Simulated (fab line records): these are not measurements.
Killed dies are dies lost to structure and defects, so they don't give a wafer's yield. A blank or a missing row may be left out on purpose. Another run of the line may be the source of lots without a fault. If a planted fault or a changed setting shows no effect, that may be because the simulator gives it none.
Matching of chambers    flow sky130    cmp-01 running SKY_VIA3_CMP_24: 4 sister chambers
The step polishes, stops on SiO2, t overpolish 20 s, target thk 0 nm. 4 wafers are shown with their chamber, then 11 later ones without.

== EACH WAFER AND ITS CHAMBER ==
wafer   chamber  motorCurrentA (A)
L563.1  2        12.1
L563.4  1        10.1
L563.6  3        10.2
L565.3  0        9.7

== WAFERS WHOSE CHAMBER IS MISSING ==
wafer   motorCurrentA (A)
L565.4  10.7
L565.5  10.5
L568.3  10.0
L568.4  10.1
L568.5  10.3
L569.2  11.8
L569.3  10.2
L569.4  10.3
L570.1  10.4
L570.3  10.9
L570.5  10.8

== CHAMBER TAKEN BY EACH ==
wafer   from the rows above                in truth
L565.4  can't be placed: 3 or 1 or 0       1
L565.5  can't be placed: 3 or 1 or 0       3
L568.3  can't be placed: 1 or 3 or 0       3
L568.4  can't be placed: 1 or 3 or 0       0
L568.5  can't be placed: 3 or 1 or 0       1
L569.2  2                                  2
L569.3  can't be placed: 3 or 1 or 0       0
L569.4  can't be placed: 3 or 1 or 0       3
L570.1  can't be placed: 3 or 1 or 0       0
L570.3  can't be placed: 3 or 1 or 2 or 0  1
L570.5  can't be placed: 3 or 1 or 0 or 2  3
Correctly placed: 1 of 11. Can't be placed from these rows: 10 (the true chamber is among the candidates in 10). Wrongly placed: 0.
How it was worked out, from the rows above alone: a wafer's distance from a chamber is the root of the sum, over the readings, of the square of ((its reading less the chamber's mean) divided by the reading's scatter). The wafer belongs to the nearest chamber; if the next one is less than 2 further off, it can't be placed. The mean given for a chamber averages the wafers shown for that chamber. The scatter: root of mean squared gap, hidden wafer to nearest shown wafer, with one shown wafer a chamber.
